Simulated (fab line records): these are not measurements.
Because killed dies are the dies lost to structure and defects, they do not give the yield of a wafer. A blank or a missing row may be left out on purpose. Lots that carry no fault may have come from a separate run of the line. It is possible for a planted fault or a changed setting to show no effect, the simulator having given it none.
Which tool did it? || flow gf180mcu || 12 lots with 36 wafers sampled at 5 steps, on a route of 602 steps

== WHAT THE GAUGES READ, wafer by wafer ==
GF_V3_THK_MEAS_03. Usual: for V3_CVD_02_THK the level is 849 nm and the standard deviation is 13.
{"lot": "L187", "measured": "day 21 07:30", "on": "film_metro-03", "V3_CVD_02_THK (nm)": "848 858 858", "flag": ""}
{"lot": "L191", "measured": "day 23 01:14", "on": "film_metro-02", "V3_CVD_02_THK (nm)": "380 386 859", "flag": "OFF"}
{"lot": "L192", "measured": "day 23 12:52", "on": "film_metro-03", "V3_CVD_02_THK (nm)": "844 860 369", "flag": "OFF"}
{"lot": "L198", "measured": "day 25 23:14", "on": "film_metro-02", "V3_CVD_02_THK (nm)": "845 832 842", "flag": ""}
{"lot": "L200", "measured": "day 26 10:14", "on": "film_metro-01", "V3_CVD_02_THK (nm)": "852 863 839", "flag": ""}
{"lot": "L201", "measured": "day 26 22:14", "on": "film_metro-01", "V3_CVD_02_THK (nm)": "833 859 835", "flag": ""}
{"lot": "L202", "measured": "day 27 01:08", "on": "film_metro-01", "V3_CVD_02_THK (nm)": "845 852 859", "flag": ""}
{"lot": "L204", "measured": "day 27 17:37", "on": "film_metro-01", "V3_CVD_02_THK (nm)": "855 868 868", "flag": ""}
{"lot": "L206", "measured": "day 28 05:13", "on": "film_metro-03", "V3_CVD_02_THK (nm)": "844 865 862", "flag": ""}
{"lot": "L205", "measured": "day 28 04:55", "on": "film_metro-03", "V3_CVD_02_THK (nm)": "846 852 871", "flag": ""}
{"lot": "L207", "measured": "day 28 16:52", "on": "film_metro-03", "V3_CVD_02_THK (nm)": "855 853 854", "flag": ""}
{"lot": "L208", "measured": "day 28 18:31", "on": "film_metro-03", "V3_CVD_02_THK (nm)": "856 866 858", "flag": ""}

== WHAT TOOL EACH LOT RAN ON (gives the tool, then ch and the chambers of the sampled wafers, and finally the start) ==
{"lot": "L187", "GF_V2_STRIP_18": "plasma_asher-02 ch 0,1, day 20 04:46", "GF_M3_SPUTTER_01": "pvd_sputter-04, day 20 06:36", "GF_M3_METAL_ETCH_16": "rie_metal-03 ch 0,1, day 21 06:38", "GF_V3_CVD_02": "pecvd-01 ch 0,1,2, day 21 07:26"}
{"lot": "L191", "GF_V2_STRIP_18": "plasma_asher-01 ch 0,1, day 21 23:52", "GF_M3_SPUTTER_01": "pvd_sputter-04, day 22 01:13", "GF_M3_METAL_ETCH_16": "rie_metal-02 ch 0,1, day 23 00:22", "GF_V3_CVD_02": "pecvd-01 ch 1,2, day 23 01:10"}
{"lot": "L192", "GF_V2_STRIP_18": "plasma_asher-02 ch 0, day 22 11:54", "GF_M3_SPUTTER_01": "pvd_sputter-04, day 22 13:14", "GF_M3_METAL_ETCH_16": "rie_metal-03 ch 0,1, day 23 11:54", "GF_V3_CVD_02": "pecvd-01 ch 0,2, day 23 12:47"}
{"lot": "L198", "GF_V2_STRIP_18": "plasma_asher-01 ch 0,1, day 24 20:30", "GF_M3_SPUTTER_01": "pvd_sputter-01, day 25 00:59", "GF_M3_METAL_ETCH_16": "rie_metal-02 ch 0,1, day 25 22:18", "GF_V3_CVD_02": "pecvd-02 ch 0,1,2, day 25 23:10"}
{"lot": "L200", "GF_V2_STRIP_18": "plasma_asher-02 ch 0,1, day 25 10:50", "GF_M3_SPUTTER_01": "pvd_sputter-02, day 25 12:17", "GF_M3_METAL_ETCH_16": "rie_metal-04 ch 0,1, day 26 09:06", "GF_V3_CVD_02": "pecvd-02 ch 0,1,2, day 26 10:10"}
{"lot": "L201", "GF_V2_STRIP_18": "plasma_asher-04 ch 0,1, day 25 22:58", "GF_M3_SPUTTER_01": "pvd_sputter-04, day 26 00:29", "GF_M3_METAL_ETCH_16": "rie_metal-02 ch 0,1, day 26 21:06", "GF_V3_CVD_02": "pecvd-02 ch 0,1, day 26 22:10"}
{"lot": "L202", "GF_V2_STRIP_18": "plasma_asher-02 ch 0,1, day 26 02:03", "GF_M3_SPUTTER_01": "pvd_sputter-02, day 26 03:30", "GF_M3_METAL_ETCH_16": "rie_metal-04 ch 0,1, day 27 00:14", "GF_V3_CVD_02": "pecvd-03 ch 0,1,2, day 27 01:04"}
{"lot": "L204", "GF_V2_STRIP_18": "plasma_asher-04 ch 0,1, day 26 18:58", "GF_M3_SPUTTER_01": "pvd_sputter-02, day 26 20:19", "GF_M3_METAL_ETCH_16": "rie_metal-04 ch 0, day 27 16:37", "GF_V3_CVD_02": "pecvd-03 ch 0,1,2, day 27 17:32"}
{"lot": "L206", "GF_V2_STRIP_18": "plasma_asher-01 ch 0,1, day 27 05:46", "GF_M3_SPUTTER_01": "pvd_sputter-04, day 27 07:07", "GF_M3_METAL_ETCH_16": "rie_metal-03 ch 1, day 28 02:55", "GF_V3_CVD_02": "pecvd-03 ch 0,1,2, day 28 05:09"}
{"lot": "L205", "GF_V2_STRIP_18": "plasma_asher-04 ch 0,1, day 27 06:09", "GF_M3_SPUTTER_01": "pvd_sputter-01, day 27 07:35", "GF_M3_METAL_ETCH_16": "rie_metal-04 ch 0, day 28 03:52", "GF_V3_CVD_02": "pecvd-01 ch 1,2, day 28 04:50"}
{"lot": "L207", "GF_V2_STRIP_18": "plasma_asher-04 ch 0,1, day 27 18:44", "GF_M3_SPUTTER_01": "pvd_sputter-02, day 27 20:04", "GF_M3_METAL_ETCH_16": "rie_metal-03 ch 1, day 28 15:50", "GF_V3_CVD_02": "pecvd-02 ch 0,2, day 28 16:47"}
{"lot": "L208", "GF_V2_STRIP_18": "plasma_asher-01 ch 0,1, day 27 21:21", "GF_M3_SPUTTER_01": "pvd_sputter-02, day 27 22:39", "GF_M3_METAL_ETCH_16": "rie_metal-04 ch 0,1, day 28 17:36", "GF_V3_CVD_02": "pecvd-02 ch 0,2, day 28 18:26"}
- GF_V2_STRIP_18: strips in O2/N2.
- GF_M3_SPUTTER_01: material TiN, target thk 30 nm, time 25 s.
- GF_M3_METAL_ETCH_16: etches the open film in Cl2/BCl3, stops on SiO2, target depth 750.8 nm, time 125.1 s.
- GF_V3_CVD_02: deposits SiO2 from TEOS, target thk 850 nm, time 94.851 s.

== WHAT THE TOOLS THEMSELVES READ (means of the sampled wafers that have a number; where no wafer has one, the mark that the record gives instead) ==
GF_V2_STRIP_18. Usual: drypump_motor_current_A 5.8 A, standard deviation 0.54; heater_power_w 327 W, standard deviation 40; oes_product_au 0.592 a.u., standard deviation 0.005.
{"lot": "L187", "tool": "plasma_asher-02", "drypump_motor_current_A (A)": 6.1, "heater_power_w (W)": 375, "oes_product_au (a.u.)": 0.599, "flag": ""}
{"lot": "L191", "tool": "plasma_asher-01", "drypump_motor_current_A (A)": 5.6, "heater_power_w (W)": 300, "oes_product_au (a.u.)": 0.592, "flag": ""}
{"lot": "L192", "tool": "plasma_asher-02", "drypump_motor_current_A (A)": 6.3, "heater_power_w (W)": 367, "oes_product_au (a.u.)": 0.593, "flag": ""}
{"lot": "L198", "tool": "plasma_asher-01", "drypump_motor_current_A (A)": 5.6, "heater_power_w (W)": 298, "oes_product_au (a.u.)": 0.592, "flag": ""}
{"lot": "L200", "tool": "plasma_asher-02", "drypump_motor_current_A (A)": 6.1, "heater_power_w (W)": 366, "oes_product_au (a.u.)": 0.595, "flag": ""}
{"lot": "L201", "tool": "plasma_asher-04", "drypump_motor_current_A (A)": 5.4, "heater_power_w (W)": 285, "oes_product_au (a.u.)": 0.598, "flag": ""}
{"lot": "L202", "tool": "plasma_asher-02", "drypump_motor_current_A (A)": 6.1, "heater_power_w (W)": 373, "oes_product_au (a.u.)": 0.595, "flag": ""}
{"lot": "L204", "tool": "plasma_asher-04", "drypump_motor_current_A (A)": 5.4, "heater_power_w (W)": 283, "oes_product_au (a.u.)": 0.592, "flag": ""}
{"lot": "L206", "tool": "plasma_asher-01", "drypump_motor_current_A (A)": 5.7, "heater_power_w (W)": 305, "oes_product_au (a.u.)": 0.591, "flag": ""}
{"lot": "L205", "tool": "plasma_asher-04", "drypump_motor_current_A (A)": 5.4, "heater_power_w (W)": 285, "oes_product_au (a.u.)": 0.595, "flag": ""}
{"lot": "L207", "tool": "plasma_asher-04", "drypump_motor_current_A (A)": 5.4, "heater_power_w (W)": 283, "oes_product_au (a.u.)": 0.592, "flag": ""}
{"lot": "L208", "tool": "plasma_asher-01", "drypump_motor_current_A (A)": 5.7, "heater_power_w (W)": 300, "oes_product_au (a.u.)": 0.590, "flag": ""}

GF_M3_SPUTTER_01. Usual: 30.6 % for throttle_valve_pct, sd 0.99.
{"lot": "L187", "tool": "pvd_sputter-04", "throttle_valve_pct (%)": 30.7, "flag": ""}
{"lot": "L191", "tool": "pvd_sputter-04", "throttle_valve_pct (%)": 30.7, "flag": ""}
{"lot": "L192", "tool": "pvd_sputter-04", "throttle_valve_pct (%)": 30.7, "flag": ""}
{"lot": "L198", "tool": "pvd_sputter-01", "throttle_valve_pct (%)": 29.6, "flag": ""}
{"lot": "L200", "tool": "pvd_sputter-02", "throttle_valve_pct (%)": 30.9, "flag": ""}
{"lot": "L201", "tool": "pvd_sputter-04", "throttle_valve_pct (%)": 30.6, "flag": ""}
{"lot": "L202", "tool": "pvd_sputter-02", "throttle_valve_pct (%)": 31.6, "flag": ""}
{"lot": "L204", "tool": "pvd_sputter-02", "throttle_valve_pct (%)": 31.2, "flag": ""}
{"lot": "L206", "tool": "pvd_sputter-04", "throttle_valve_pct (%)": 30.8, "flag": ""}
{"lot": "L205", "tool": "pvd_sputter-01", "throttle_valve_pct (%)": 30.0, "flag": ""}
{"lot": "L207", "tool": "pvd_sputter-02", "throttle_valve_pct (%)": 31.2, "flag": ""}
{"lot": "L208", "tool": "pvd_sputter-02", "throttle_valve_pct (%)": 31.1, "flag": ""}

GF_M3_METAL_ETCH_16. Usual: drypump_motor_current_A 5.6 A, standard deviation 0.56; mfc_cl2_sccm 79.96 sccm, standard deviation 0.22; oes_product_au 0.991 a.u., standard deviation 0.0067; throttle_valve_pct 28.230 %, standard deviation 0.011.
{"lot": "L187", "tool": "rie_metal-03", "drypump_motor_current_A (A)": 5.6, "mfc_cl2_sccm (sccm)": 79.90, "oes_product_au (a.u.)": 0.990, "throttle_valve_pct (%)": 28.230, "flag": ""}
{"lot": "L191", "tool": "rie_metal-02", "drypump_motor_current_A (A)": 5.2, "mfc_cl2_sccm (sccm)": 79.86, "oes_product_au (a.u.)": 0.993, "throttle_valve_pct (%)": 28.232, "flag": ""}
{"lot": "L192", "tool": "rie_metal-03", "drypump_motor_current_A (A)": 5.4, "mfc_cl2_sccm (sccm)": 79.72, "oes_product_au (a.u.)": 0.994, "throttle_valve_pct (%)": 28.229, "flag": ""}
{"lot": "L198", "tool": "rie_metal-02", "drypump_motor_current_A (A)": 5.2, "mfc_cl2_sccm (sccm)": 80.00, "oes_product_au (a.u.)": 0.996, "throttle_valve_pct (%)": 28.225, "flag": ""}
{"lot": "L200", "tool": "rie_metal-04", "drypump_motor_current_A (A)": 6.0, "mfc_cl2_sccm (sccm)": 80.23, "oes_product_au (a.u.)": 0.984, "throttle_valve_pct (%)": 28.231, "flag": ""}
{"lot": "L201", "tool": "rie_metal-02", "drypump_motor_current_A (A)": 5.6, "mfc_cl2_sccm (sccm)": 79.89, "oes_product_au (a.u.)": 0.993, "throttle_valve_pct (%)": 28.229, "flag": ""}
{"lot": "L202", "tool": "rie_metal-04", "drypump_motor_current_A (A)": 6.0, "mfc_cl2_sccm (sccm)": 79.99, "oes_product_au (a.u.)": 0.987, "throttle_valve_pct (%)": 28.237, "flag": ""}
{"lot": "L204", "tool": "rie_metal-04", "drypump_motor_current_A (A)": 6.4, "mfc_cl2_sccm (sccm)": 79.90, "oes_product_au (a.u.)": 0.999, "throttle_valve_pct (%)": 28.215, "flag": ""}
{"lot": "L206", "tool": "rie_metal-03", "drypump_motor_current_A (A)": 5.1, "mfc_cl2_sccm (sccm)": 79.54, "oes_product_au (a.u.)": 0.992, "throttle_valve_pct (%)": 28.221, "flag": ""}
{"lot": "L205", "tool": "rie_metal-04", "drypump_motor_current_A (A)": 6.4, "mfc_cl2_sccm (sccm)": 79.83, "oes_product_au (a.u.)": 0.993, "throttle_valve_pct (%)": 28.217, "flag": ""}
{"lot": "L207", "tool": "rie_metal-03", "drypump_motor_current_A (A)": 5.1, "mfc_cl2_sccm (sccm)": 80.02, "oes_product_au (a.u.)": 1.000, "throttle_valve_pct (%)": 28.219, "flag": ""}
{"lot": "L208", "tool": "rie_metal-04", "drypump_motor_current_A (A)": 5.6, "mfc_cl2_sccm (sccm)": 79.83, "oes_product_au (a.u.)": 0.986, "throttle_valve_pct (%)": 28.231, "flag": ""}

GF_V3_CVD_02. Usual: heater_power_w 613 W, standard deviation 100; run_length_s 122.5 s, standard deviation 0.56.
{"lot": "L187", "tool": "pecvd-01", "heater_power_w (W)": 601, "run_length_s (s)": 122.6, "flag": ""}
{"lot": "L191", "tool": "pecvd-01", "heater_power_w (W)": 581, "run_length_s (s)": 87.1, "flag": "OFF"}
{"lot": "L192", "tool": "pecvd-01", "heater_power_w (W)": 724, "run_length_s (s)": 105.3, "flag": "OFF"}
{"lot": "L198", "tool": "pecvd-02", "heater_power_w (W)": 586, "run_length_s (s)": 122.8, "flag": ""}
{"lot": "L200", "tool": "pecvd-02", "heater_power_w (W)": 612, "run_length_s (s)": 122.4, "flag": ""}
{"lot": "L201", "tool": "pecvd-02", "heater_power_w (W)": 576, "run_length_s (s)": 122.6, "flag": ""}
{"lot": "L202", "tool": "pecvd-03", "heater_power_w (W)": 564, "run_length_s (s)": 122.2, "flag": ""}
{"lot": "L204", "tool": "pecvd-03", "heater_power_w (W)": 561, "run_length_s (s)": 122.0, "flag": ""}
{"lot": "L206", "tool": "pecvd-03", "heater_power_w (W)": 622, "run_length_s (s)": 122.4, "flag": ""}
{"lot": "L205", "tool": "pecvd-01", "heater_power_w (W)": 594, "run_length_s (s)": 122.2, "flag": ""}
{"lot": "L207", "tool": "pecvd-02", "heater_power_w (W)": 511, "run_length_s (s)": 122.2, "flag": ""}
{"lot": "L208", "tool": "pecvd-02", "heater_power_w (W)": 525, "run_length_s (s)": 122.3, "flag": ""}

== THE ANSWER, worked out from the rows above alone ==
Rule: lot off if the mean of its wafers having a number is beyond 3 standard deviations from the usual mean. Also off: a lot with no number at a reading for which 4 or more lots have one. Where the step has rows for the other lots, those lots are counted as sound. Order of review: gauges by route order, followed by the tools' own readings, for which a lot's mean as printed above is used. The first step at which some lot is off is used, and at that step the reading that is off furthest; a lot without a number counts as furthest.
Off: L191, L192, at GF_V3_THK_MEAS_03 (V3_CVD_02_THK).
If a tool, at a process step before that reading, ran all the lots that are off and no sound lot after the first of them, it fits. Not tried: the gauges at GF_V3_THK_MEAS_03; whatever is off there is also off at GF_V3_CVD_02, on other tools, and gauge error can't account for it. None of those tried fits.

== WHAT THE SIMULATOR HAD INSERTED ==
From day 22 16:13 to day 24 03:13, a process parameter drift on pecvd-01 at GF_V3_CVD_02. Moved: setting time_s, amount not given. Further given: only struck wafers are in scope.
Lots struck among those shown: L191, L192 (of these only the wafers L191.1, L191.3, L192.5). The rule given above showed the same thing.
